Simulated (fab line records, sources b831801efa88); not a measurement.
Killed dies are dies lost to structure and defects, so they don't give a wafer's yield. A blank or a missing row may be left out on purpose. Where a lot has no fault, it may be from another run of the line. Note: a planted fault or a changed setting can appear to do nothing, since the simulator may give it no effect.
Chamber matching | flow gf180mcu | 4 sister chambers for GF_CONTACT_CMP_27 on cmp-01
The step polishes, stops on SiO2, t overpolish 15 s, target thk 0 nm. 8 wafers are shown with their chamber, then 7 later ones without.

WAFERS, EACH WITH ITS CHAMBER
wafer  | chamber | motor-current-A (A) | time-to-endpoint-s (s)
L817.1 | 1       | 12.0                | 80
L817.6 | 1       | 11.3                | 81
L824.1 | 2       | 13.1                | 62
L832.2 | 0       | 14.5                | 67
L832.4 | 3       | 11.7                | 74
L832.5 | 3       | 11.8                | 73
L833.1 | 2       | 13.8                | 65
L833.2 | 0       | 14.7                | 63

WAFERS WITHOUT THEIR CHAMBER
wafer  | motor-current-A (A) | time-to-endpoint-s (s)
L833.4 | 11.9                | 71
L835.2 | 13.9                | 67
L835.5 | 11.1                | 73
L835.6 | 14.9                | 67
L837.1 | 15.6                | 68
L837.2 | 12.0                | 84
L837.3 | 13.2                | 70

CHAMBER TAKEN BY EACH
wafer  | from the rows above          | in truth
L833.4 | 3                            | 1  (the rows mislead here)
L835.2 | can't be placed: 0 or 2      | 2
L835.5 | 3                            | 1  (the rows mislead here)
L835.6 | 0                            | 0
L837.1 | 0                            | 0
L837.2 | 1                            | 1
L837.3 | can't be placed: 2 or 3 or 0 | 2
3 of 7 placed correctly. From these rows, 2 cannot be placed; in 2 the true chamber is one of the candidates. Wrongly placed: 2.
How it was worked out, from the rows above alone: a wafer's distance from a chamber is the root of the sum, over the readings, of the square of ((its reading less the chamber's mean) divided by the reading's scatter). The wafer belongs to the nearest chamber; if the next one is less than 2 further off, it can't be placed. The mean given for a chamber averages the wafers shown for that chamber. The scatter: take each reading less its chamber's mean, square it, sum over the shown wafers, divide by the number of wafers less the number of chambers, and take the root.
